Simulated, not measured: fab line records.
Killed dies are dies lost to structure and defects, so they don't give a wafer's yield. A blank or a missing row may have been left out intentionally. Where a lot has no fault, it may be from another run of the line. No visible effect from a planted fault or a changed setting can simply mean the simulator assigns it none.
Which tool did it? ; flow sky130 ; 13 lots with 39 wafers sampled at 4 steps, on a route of 708 steps

== WHAT EACH GAUGE READ, for each wafer ==
SKY_VT_ADJUST_NCORE_OVL_MEAS_08. Usual: VT_ADJUST_NCORE_OVL gives -0.4 nm (standard deviation 1.3).
lot;measured;on;VT_ADJUST_NCORE_OVL (nm);flag
L647;day 8 13:15;overlay-01;-0.9 -1.5 -2.0;
L648;day 8 22:35;overlay-02;-2.2 -2.0 -1.2;
L649;day 9 01:36;overlay-02;-3.1 -2.0 -0.1;
L650;day 9 10:57;overlay-01;1.7 1.4 1.0;
L653;day 10 05:25;overlay-02;2.8 -0.3 1.5;
L659;day 12 04:58;overlay-02;-0.1 -0.3 -0.3;
L660;day 12 11:59;overlay-01;0.2 1.8 1.5;
L662;day 12 23:51;overlay-02;-0.2 -0.9 0.8;
L663;day 13 08:35;overlay-02;-2.0 -0.9 -0.2;
L664;day 13 14:03;overlay-02;1.8 0.3 0.3;
L665;day 13 19:20;overlay-02;-1.3 -2.1 -1.3;
L667;day 14 13:49;overlay-02;-1.1 -0.6 -2.3;
L670;day 15 07:37;overlay-02;0.2 -1.1 -0.4;

== WHICH TOOL RAN EACH LOT (tool, then ch and the chambers of the sampled wafers, then the start) ==
lot;SKY_NWELL_STRIP_14;SKY_NWELL_STRIP_25;SKY_VT_ADJUST_NCORE_DEVELOP_06
L647;plasma_asher-04 ch 0,1, day 4 13:50;plasma_asher-03 ch 0,1, day 5 07:23;litho_track-04 ch 0, day 8 13:00
L648;plasma_asher-03 ch 0,1, day 4 21:47;plasma_asher-04 ch 0,1, day 5 15:14;litho_track-02 ch 0, day 8 22:20
L649;plasma_asher-03 ch 0,1, day 4 23:58;plasma_asher-03 ch 0,1, day 5 17:56;litho_track-04 ch 0, day 9 01:20
L650;plasma_asher-04 ch 0,1, day 5 08:23;plasma_asher-04 ch 0,1, day 6 02:23;litho_track-04 ch 0, day 9 10:42
L653;plasma_asher-04 ch 0,1, day 5 22:14;plasma_asher-04 ch 1, day 6 17:53;litho_track-01 ch 0, day 10 05:10
L659;plasma_asher-03 ch 0,1, day 7 14:04;plasma_asher-04 ch 0,1, day 8 10:11;litho_track-02 ch 0, day 12 04:42
L660;plasma_asher-04 ch 0,1, day 7 19:34;plasma_asher-01 ch 0, day 8 16:19;litho_track-02 ch 0, day 12 11:38
L662;plasma_asher-03 ch 1, day 8 04:14;plasma_asher-01 ch 0,1, day 9 01:02;litho_track-04 ch 0, day 12 23:36
L663;plasma_asher-01 ch 0,1, day 8 13:31;plasma_asher-01 ch 0,1, day 9 10:31;litho_track-01 ch 0, day 13 08:22
L664;plasma_asher-01 ch 0,1, day 8 17:26;plasma_asher-03 ch 0,1, day 9 14:20;litho_track-04 ch 0, day 13 13:47
L665;plasma_asher-01 ch 0,1, day 8 21:48;plasma_asher-01 ch 0,1, day 9 19:01;litho_track-01 ch 0, day 13 19:07
L667;plasma_asher-04 ch 1, day 9 11:41;plasma_asher-01 ch 0,1, day 10 09:49;litho_track-01 ch 0, day 14 13:32
L670;plasma_asher-04 ch 0,1, day 10 02:38;plasma_asher-01 ch 0,1, day 11 01:07;litho_track-01 ch 0, day 15 07:20
- SKY_NWELL_STRIP_14: strips in O2/N2.
- SKY_NWELL_STRIP_25: strips in O2/N2.
- SKY_VT_ADJUST_NCORE_DEVELOP_06: develop time 60 s.

== AS READ BY THE TOOLS THEMSELVES (means over the sampled wafers that have a number; for cases with no such wafer, the mark the record gives instead) ==
SKY_NWELL_STRIP_14. Usual: drypump_motor_current_A 6.1 A, standard deviation 0.32; oes_product_au 0.722 a.u., standard deviation 0.0042; strip_time_to_endpoint_s 36.94 s, standard deviation 0.1.
lot;tool;drypump_motor_current_A (A);oes_product_au (a.u.);strip_time_to_endpoint_s (s);flag
L647;plasma_asher-04;6.2;0.723;36.90;
L648;plasma_asher-03;6.1;0.721;37.00;
L649;plasma_asher-03;6.3;0.721;37.11;
L650;plasma_asher-04;6.2;0.720;36.93;
L653;plasma_asher-04;6.2;0.721;37.03;
L659;plasma_asher-03;6.3;0.722;36.94;
L660;plasma_asher-04;6.3;0.721;36.89;
L662;plasma_asher-03;5.9;0.724;36.97;
L663;plasma_asher-01;5.6;0.724;37.03;
L664;plasma_asher-01;5.7;0.723;36.86;
L665;plasma_asher-01;5.7;0.723;36.91;
L667;plasma_asher-04;6.2;0.726;36.86;
L670;plasma_asher-04;6.2;0.720;37.04;

SKY_NWELL_STRIP_25. Usual: drypump_motor_current_A 6.1 A, standard deviation 0.34; oes_product_au 0.723 a.u., standard deviation 0.0047; strip_time_to_endpoint_s 36.91 s, standard deviation 0.08.
lot;tool;drypump_motor_current_A (A);oes_product_au (a.u.);strip_time_to_endpoint_s (s);flag
L647;plasma_asher-03;6.1;0.718;36.91;
L648;plasma_asher-04;6.3;0.720;36.90;
L649;plasma_asher-03;6.1;0.726;36.87;
L650;plasma_asher-04;6.3;0.720;36.77;
L653;plasma_asher-04;6.2;0.721;36.97;
L659;plasma_asher-04;6.2;0.725;37.02;
L660;plasma_asher-01;5.4;0.725;36.84;
L662;plasma_asher-01;5.7;0.726;36.90;
L663;plasma_asher-01;5.6;0.719;36.85;
L664;plasma_asher-03;6.1;0.726;36.94;
L665;plasma_asher-01;5.6;0.722;36.90;
L667;plasma_asher-01;5.6;0.719;37.00;
L670;plasma_asher-01;5.6;0.723;36.94;

SKY_VT_ADJUST_NCORE_DEVELOP_06. Usual: developer_temp_C 23.01 C, standard deviation 0.11; exhaust_pa 45.0 Pa, standard deviation 0.82.
lot;tool;developer_temp_C (C);exhaust_pa (Pa);flag
L647;litho_track-04;23.12;44.8;
L648;litho_track-02;23.12;45.6;
L649;litho_track-04;22.96;44.4;
L650;litho_track-04;23.07;45.7;
L653;litho_track-01;23.09;46.2;
L659;litho_track-02;23.76;44.5;OFF
L660;litho_track-02;23.63;44.9;OFF
L662;litho_track-04;23.22;45.1;
L663;litho_track-01;22.97;44.3;
L664;litho_track-04;23.01;44.9;
L665;litho_track-01;23.05;44.1;
L667;litho_track-01;22.95;44.4;
L670;litho_track-01;23.04;45.1;

== THE ANSWER, worked out from the rows above alone ==
Rule: a lot is off if the mean of its wafers that have a number lies more than 3 standard deviations from the usual mean. A lot without any number at a reading at which 4 lots or more have one is off too. Where the step has rows for the other lots, those lots are counted as sound. The gauges are gone through in route order, then the tools' own readings, and for those a lot's mean is taken as printed above. At the first step where some lot is off, the reading lying furthest off is the one used; lots without a number count as furthest.
Off, at SKY_VT_ADJUST_NCORE_DEVELOP_06 on developer_temp_C: L659, L660.
A tool fits if, at that step or a process step before it, it ran every lot that is off, and no sound lot after the first of them. One candidate fits, namely litho_track-02 at SKY_VT_ADJUST_NCORE_DEVELOP_06. Its last sound lot is L648 (day 8 22:20), its first lot that is off L659 (day 12 04:42): a fault that began between those two fits.
On the lots that are off, the tool's own readings at SKY_VT_ADJUST_NCORE_DEVELOP_06 differ by more than 5 times the standard deviation of the sound lots' means, which bears it out; developer_temp_C reads 23.70 C there versus 23.05 C on the sound lots.

== WHAT THE SIMULATOR PUT IN ==
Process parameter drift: litho_track-02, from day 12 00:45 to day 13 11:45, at SKY_VT_ADJUST_NCORE_DEVELOP_06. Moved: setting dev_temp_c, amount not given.
Shown lots that were struck: L659, L660. The rule above found the same.
